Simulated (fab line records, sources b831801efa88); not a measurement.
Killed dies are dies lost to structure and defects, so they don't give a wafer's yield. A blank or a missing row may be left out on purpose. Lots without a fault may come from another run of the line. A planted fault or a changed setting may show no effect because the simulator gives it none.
fab line records | flow sky130
record lots=7 wafers=21 last_day=50
route steps=708 shown VIA1@471 METAL2@483
lots that met no fault: from a run of the same line without faults
start_h: hours from the record's first day to the start of the lot's first wafer shown | wait_h: hours since the lot's step before | " the same as in the row above | L1.1+2: a row that stands for several wafers | - no value, or no start given | * or withheld: withheld | < > ~ a bound
route shown NAME@n: a module of which the file shows steps, and the number in the route of the first | usual: mean/standard deviation of fault-free wafers | same: alike in all rows | chamber/n: place in a boat | sites: the reading at each site | _std_site: their standard deviation | _edge_site: outer sites' mean less inner sites' | radius_mm: how far each site lies from the wafer's centre | mask NAME#n: copy n | behind: the tool/chamber that last shaped the wafer | hold: why the lot was held/for how many hours/how that ended | device: the transistor (n, p or np) that didn't switch | end of line: the same wafers' tests at the end of the route | a step without rows: its recipe alone | killed: dies lost to structure and defects at the first sort, not the wafer's yield | map: a wafer's dies, x killed, . not, _ none there
set.NAME: the setting as run; set.NAME@STEP: as run at that earlier step | model.NAME: the simulator's own value behind a step, which no gauge read
lots at some steps of the route; a table a step, a row a wafer
services: from which hour (start_h, from the record's first day; less than 0 if before it) a tool's chamber was out of use, for how many hours, and why
## steps
# step SKY_VIA1_OVL_MEAS_13
# usual VIA1_OVL=2/5.5
# columns lot.wafer tool chamber start_h wait_h VIA1_OVL[nm]
L109.2 overlay-01 - 828.89 0.1 3
L109.5 " - " " 2
L109.6 " - " " 0
L110.1 overlay-01 - 835.69 0.1 10
L110.3 " - " " 14
L110.5 " - " " 4
L118.1 overlay-01 - 894.63 0.1 6
L118.3 " - " " 4
L118.6 " - " " 13
L119.1 overlay-02 - 903.64 0.1 4
L119.2 " - " " 3
L119.3 " - " " 5
L120.1 overlay-02 - 907.54 0.1 -4
L120.4 " - " " -3
L120.5 " - " " -3
L124.2 overlay-01 - 932.10 0.1 -1
L124.3 " - " " 2
L124.4 " - " " 5
L128.1 overlay-01 - 957.39 0.1 -16
L128.5 " - " " -14
L128.6 " - " " -11
# step SKY_VIA1_ETCH_14
# recipe chemistry=N2/H2 target=BARC ion_energy_ev=200 source_w=500 bias_w=100 pressure_mtorr=30 n2_flow_sccm=100 h2_flow_sccm=200 stop_on=SiO2 time_s=45.9 target_depth_a=600
# step SKY_VIA1_ETCH_15
# recipe target=SiO2 chemistry=C4F8/O2/Ar target_depth_nm=351 stop_on=TiN mask_material=KrF-thick source_w=1500 bias_w=1200 pressure_mtorr=40 c4f8_flow_sccm=withheld O2_flow_sccm=6 Ar_flow_sccm=300 time_s=54
# usual oes_product_au=0.981/0.0056
# columns lot.wafer tool chamber start_h wait_h oes_product_au rf_hours_counter_h
L109.2 rie_diel-01 2 828.97 0.0 0.982 4
L109.5 " 1 " " 0.981 -
L109.6 " 2 " " 0.985 -
L110.1 rie_diel-01 1 835.77 0.0 0.973 14
L110.3 " 3 " " 0.985 24
L110.5 " 3 " " 0.977 -
L118.1 rie_diel-04 1 894.71 0.0 0.976 2
L118.3 " 3 " " 0.971 1
L118.6 " 2 " " 0.976 -
L119.1 rie_diel-01 1 903.72 0.0 0.989 17
L119.2 " 2 " " 0.989 6
L119.3 " 3 " " 0.998 26
L120.1 rie_diel-01 1 907.62 0.0 0.985 17
L120.4 " 1 " " 0.982 -
L120.5 " 2 " " 0.979 -
L124.2 rie_diel-01 2 932.17 0.0 0.970 7
L124.3 " 0 " " 0.983 18
L124.4 " 1 " " 0.985 18
L128.1 rie_diel-01 2 957.47 0.0 0.980 8
L128.5 " 0 " " 0.982 -
L128.6 " 1 " " 0.983 -
# step SKY_VIA1_STRIP_16
# recipe chemistry=O2/N2 power_w=1400 pressure_mtorr=1500 platen_temp_c=withheld o2_flow_sccm=3000 n2_flow_sccm=300 overash_fraction=0.5
# step SKY_VIA1_STRIP_17
# recipe chemistry=post_etch_residue_remover time_s=1200 temp_c=72.5
# step SKY_VIA1_CLEAN_18
# recipe chemistry=IPA time_s=180 temp_c=25
# step SKY_VIA1_CLEAN_19
# recipe chemistry=O3/DIW dry=n2_spin
# step SKY_VIA1_SPUTTER_20
# recipe material=TiN target_thk_nm=20 chamber_pressure_pa=5 power_w=4000 time_s=80
# usual cathode_dc_power_W=3999.9/0.82 chamber_pressure_pa=4.999/0.011 throttle_valve_pct=30.2/0.98
# columns lot.wafer tool chamber start_h wait_h cathode_dc_power_W chamber_pressure_pa throttle_valve_pct
L109.2 pvd_sputter-03 - 829.61 0.0 4000.0 4.981 28.8
L109.5 " - " " 3998.5 5.002 32.0
L109.6 " - " " 4000.5 4.989 29.0
L110.1 pvd_sputter-01 - 836.44 0.0 3999.6 5.004 30.3
L110.3 " - " " 3998.9 5.003 28.6
L110.5 " - " " 4000.3 4.998 29.8
L118.1 pvd_sputter-04 - 895.39 0.0 3999.5 5.012 29.5
L118.3 " - " " 3999.7 5.007 30.2
L118.6 " - " " 3999.8 5.010 30.2
L119.1 pvd_sputter-03 - 904.36 0.0 4000.5 4.992 31.8
L119.2 " - " " 3999.0 4.994 28.9
L119.3 " - " " 3999.1 4.996 30.3
L120.1 pvd_sputter-03 - 908.27 0.0 3999.4 5.006 31.7
L120.4 " - " " 3999.5 4.993 28.9
L120.5 " - " " 4001.3 5.000 29.2
L124.2 pvd_sputter-01 - 932.91 0.0 4000.6 5.022 29.2
L124.3 " - " " 3999.2 4.998 31.4
L124.4 " - " " 3999.1 5.018 29.7
L128.1 pvd_sputter-04 - 958.15 0.0 3999.9 4.995 30.0
L128.5 " - " " 3999.4 4.994 30.0
L128.6 " - " " 3999.6 5.011 29.8
# step SKY_VIA1_CVD_21
# recipe material=W target_thk_nm=270 time_s=80.902 temp_c=400 pressure_torr=40
# usual heater_power_w=891/83
# columns lot.wafer tool chamber start_h wait_h heater_power_w
L109.2 cvd_w-01 0 829.67 0.0 808
L109.5 " 1 " " 1005
L109.6 " 0 " " 833
L110.1 cvd_w-02 1 836.50 0.0 905
L110.3 " 1 " " 893
L110.5 " 1 " " 906
L118.1 cvd_w-01 0 895.45 0.0 837
L118.3 " 0 " " 826
L118.6 " 1 " " 1052
L119.1 cvd_w-01 1 904.42 0.0 1015
L119.2 " 0 " " 838
L119.3 " 1 " " 994
L120.1 cvd_w-01 0 908.33 0.0 811
L120.4 " 0 " " 833
L120.5 " 0 " " 828
L124.2 cvd_w-01 0 932.97 0.0 837
L124.3 " 1 " " 983
L124.4 " 0 " " 831
L128.1 cvd_w-01 1 958.21 0.0 1001
L128.5 " 0 " " 812
L128.6 " 1 " " 1032
# step SKY_VIA1_RS_MEAS_22
# recipe thk_meas_gauge=four-point-probe reads=W_of_VIA1_CVD_21+TiN_of_VIA1_SPUTTER_20
# usual VIA1_W_RS=0.429/0.0042
# columns lot.wafer tool chamber start_h wait_h VIA1_W_RS[ohm/sq]
L109.2 film_metro-01 - 829.78 0.1 0.431
L109.5 " - " " 0.434
L109.6 " - " " 0.432
L110.1 film_metro-01 - 836.59 0.1 0.430
L110.3 " - " " 0.426
L110.5 " - " " 0.426
L118.1 film_metro-03 - 895.54 0.1 0.430
L118.3 " - " " 0.432
L118.6 " - " " 0.435
L119.1 film_metro-02 - 904.51 0.1 0.440
L119.2 " - " " 0.426
L119.3 " - " " 0.432
L120.1 film_metro-01 - 908.42 0.1 0.426
L120.4 " - " " 0.424
L120.5 " - " " 0.423
L124.2 film_metro-01 - 933.08 0.1 0.435
L124.3 " - " " 0.430
L124.4 " - " " 0.433
L128.1 film_metro-02 - 958.30 0.1 0.432
L128.5 " - " " 0.427
L128.6 " - " " 0.433
# step SKY_VIA1_THK_MEAS_23
# recipe thk_meas_gauge=xrf reads=W_of_VIA1_CVD_21
# usual VIA1_W_THK=260/4.1
# columns lot.wafer tool chamber start_h wait_h VIA1_W_THK[nm]
L109.2 film_metro-01 - 829.89 0.1 262
L109.5 " - " " 262
L109.6 " - " " 262
L110.1 film_metro-01 - 836.71 0.1 263
L110.3 " - " " 266
L110.5 " - " " 266
L118.1 film_metro-03 - 895.66 0.1 261
L118.3 " - " " 258
L118.6 " - " " 256
L119.1 film_metro-02 - 904.63 0.1 251
L119.2 " - " " 259
L119.3 " - " " 256
L120.1 film_metro-01 - 908.54 0.1 265
L120.4 " - " " 266
L120.5 " - " " 267
L124.2 film_metro-01 - 933.19 0.1 260
L124.3 " - " " 263
L124.4 " - " " 263
L128.1 film_metro-02 - 958.42 0.1 255
L128.5 " - " " 258
L128.6 " - " " 255
# step SKY_VIA1_CMP_24
# recipe stop_on=SiO2 t_overpolish_s=15 down_force_psi=3.5 platen_rpm=60 target_thk_nm=0 pad_velocity_m_s=0.94248
# usual motor_current_A=11.2/1.1 overpolish_run_s=15.000/0.0095 time_to_endpoint_s=63.5/2.5
# columns lot.wafer tool chamber start_h wait_h motor_current_A overpolish_run_s time_to_endpoint_s
L109.2 cmp-01 0 829.94 0.0 10.3 14.992 59.8
L109.5 " 0 " " 10.8 15.019 61.7
L109.6 " 1 " " 11.2 14.992 64.7
L110.1 cmp-01 1 836.82 0.1 11.3 15.010 67.5
L110.3 " 2 " " 9.5 14.990 69.9
L110.5 " 0 " " 10.5 14.979 62.2
L118.1 cmp-02 2 895.77 0.1 10.7 14.997 60.9
L118.3 " 0 " " 12.9 15.001 62.9
L118.6 " 2 " " 11.4 14.995 64.5
L119.3 cmp-01 2 904.74 0.1 9.7 15.009 65.4
L119.2 " 3 " " 12.0 15.004 61.4
L119.1 " 0 " " 11.0 14.987 63.5
L120.1 cmp-02 1 908.70 0.1 13.7 14.997 68.4
L120.4 " 2 " " 11.2 15.002 67.3
L120.5 " 0 " " 13.0 14.999 66.4
L124.4 cmp-01 0 933.24 0.0 10.6 15.007 59.8
L124.2 " 1 " " 11.5 14.995 66.3
L124.3 " 2 " " 9.4 14.996 63.8
L128.1 cmp-01 2 958.63 0.2 9.8 15.005 63.2
L128.5 " 3 " " 11.8 14.993 60.5
L128.6 " 0 " " 10.5 15.010 59.0
# step SKY_METAL2_SPUTTER_00
# recipe material=Ti target_thk_nm=15 power_w=3000 time_s=10 chamber_pressure_pa=0.4
# usual cathode_dc_power_W=3000.0/0.52 chamber_pressure_pa=0.3999/0.00091 throttle_valve_pct=30.5/0.91
# columns lot.wafer tool chamber start_h wait_h cathode_dc_power_W chamber_pressure_pa throttle_valve_pct
L109.2 pvd_sputter-04 - 830.24 0.2 3000.0 0.4001 29.5
L109.5 " - " " 3000.3 0.4000 29.6
L109.6 " - " " 2999.4 0.3987 30.1
L110.1 pvd_sputter-02 - 837.07 0.2 2999.7 0.3995 30.4
L110.3 " - " " 3000.2 0.4000 30.6
L110.5 " - " " 2999.7 0.4023 31.1
L118.1 pvd_sputter-02 - 896.02 0.2 - - -
L118.3 " - " " - - -
L118.6 " - " " - - -
L119.1 pvd_sputter-04 - 904.99 0.1 - - -
L119.2 " - " " - - -
L119.3 " - " " - - -
L120.1 pvd_sputter-04 - 908.90 0.1 - - -
L120.4 " - " " - - -
L120.5 " - " " - - -
L124.2 pvd_sputter-02 - 933.54 0.2 2999.7 0.3995 30.2
L124.3 " - " " 2999.4 0.4012 31.0
L124.4 " - " " 2999.5 0.4004 30.3
L128.1 pvd_sputter-02 - 958.78 0.1 2999.9 0.3994 30.2
L128.5 " - " " 2999.6 0.3998 30.4
L128.6 " - " " 3000.2 0.3982 30.4
# step SKY_METAL2_SPUTTER_01
# recipe material=TiN target_thk_nm=20 power_w=6500 time_s=16.7 chamber_pressure_pa=0.4
# usual cathode_dc_power_W=6500.0/1.2 chamber_pressure_pa=0.3999/0.00085 throttle_valve_pct=30.5/0.9
# columns lot.wafer tool chamber start_h wait_h cathode_dc_power_W chamber_pressure_pa throttle_valve_pct
L109.2 pvd_sputter-04 - 830.26 0.0 6499.3 0.3999 29.5
L109.5 " - " " 6498.3 0.3993 30.0
L109.6 " - " " 6500.4 0.3997 30.0
L110.1 pvd_sputter-02 - 837.09 0.0 6499.5 0.3992 30.4
L110.3 " - " " 6499.7 0.4009 30.5
L110.5 " - " " 6501.3 0.3982 30.9
L118.1 pvd_sputter-02 - 896.04 0.0 6501.3 0.3995 30.5
L118.3 " - " " 6499.7 0.4003 30.1
L118.6 " - " " 6501.1 0.3994 30.1
L119.1 pvd_sputter-04 - 905.01 0.0 6501.4 0.4018 30.1
L119.2 " - " " 6499.9 0.4009 29.6
L119.3 " - " " 6500.1 0.3998 29.6
L120.1 pvd_sputter-04 - 908.92 0.0 6500.7 0.4002 30.1
L120.4 " - " " 6499.3 0.3996 30.5
L120.5 " - " " 6501.0 0.4001 29.2
L124.2 pvd_sputter-02 - 933.56 0.0 6499.5 0.3985 30.4
L124.3 " - " " 6500.2 0.4004 31.5
L124.4 " - " " 6500.1 0.3988 30.3
L128.1 pvd_sputter-02 - 958.80 0.0 6500.0 0.3993 30.8
L128.5 " - " " 6500.1 0.3982 30.3
L128.6 " - " " 6500.5 0.3989 30.6
## services
# columns tool chamber start_h hours kind
rie_diel-01 0 805.08 18.7 repair
cmp-01 - 814.57 5.7 pm
rie_diel-01 3 821.12 6.5 repair
pvd_sputter-01 - 822.77 1.2 repair
rie_diel-04 - 835.99 1.1 repair
cmp-02 - 841.29 1.9 repair
cmp-02 - 855.28 5.1 pm
rie_diel-01 - 869.78 0.6 repair
pvd_sputter-02 - 871.06 7.5 repair
cmp-02 - 885.91 0.3 repair
rie_diel-01 3 887.74 4.2 repair
rie_diel-01 3 903.96 - clean
cvd_w-02 - 904.00 14.0 pm
rie_diel-04 3 904.88 4.0 repair
cmp-01 - 911.56 3.7 repair
cmp-02 - 912.10 0.3 repair
cmp-01 - 915.25 4.0 pm
cvd_w-02 - 918.00 2.8 pm
pvd_sputter-04 - 929.41 5.0 repair
cmp-02 - 929.83 0.4 repair
pvd_sputter-02 - 934.72 4.6 repair
rie_diel-01 3 938.13 12.2 repair
pvd_sputter-03 - 938.87 11.2 repair
rie_diel-04 0 953.94 7.1 repair
## key
first_sign step=SKY_METAL2_SPUTTER_00 reading=tool_record direction=missing
effect none on later readings
met_at SKY_METAL2_SPUTTER_00
struck_wafers L118.1,L118.3,L118.6,L119.1,L119.2,L119.3,L120.1,L120.4,L120.5
later_rows_left_out L118.1,L118.3,L118.6,L119.1,L119.2,L119.3,L120.1,L120.4,L120.5
sort_left_out L118.1,L118.3,L118.6,L119.1,L119.2,L119.3,L120.1,L120.4,L120.5
onset_between 837.07 896.02
fault kind=skipped_step_whole tool=pvd_sputter-02,pvd_sputter-04 chamber=- onset_h=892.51 steps=SKY_METAL2_SPUTTER_00 scope=struck_lots_only
# sort_left_out: the simulated sort isn't trusted on such a fault, so these wafers' sort isn't shown, and their yield isn't known
# later_rows_left_out: the simulator's readings of these wafers behind a module that went badly wrong aren't trusted and aren't shown, but for the sort
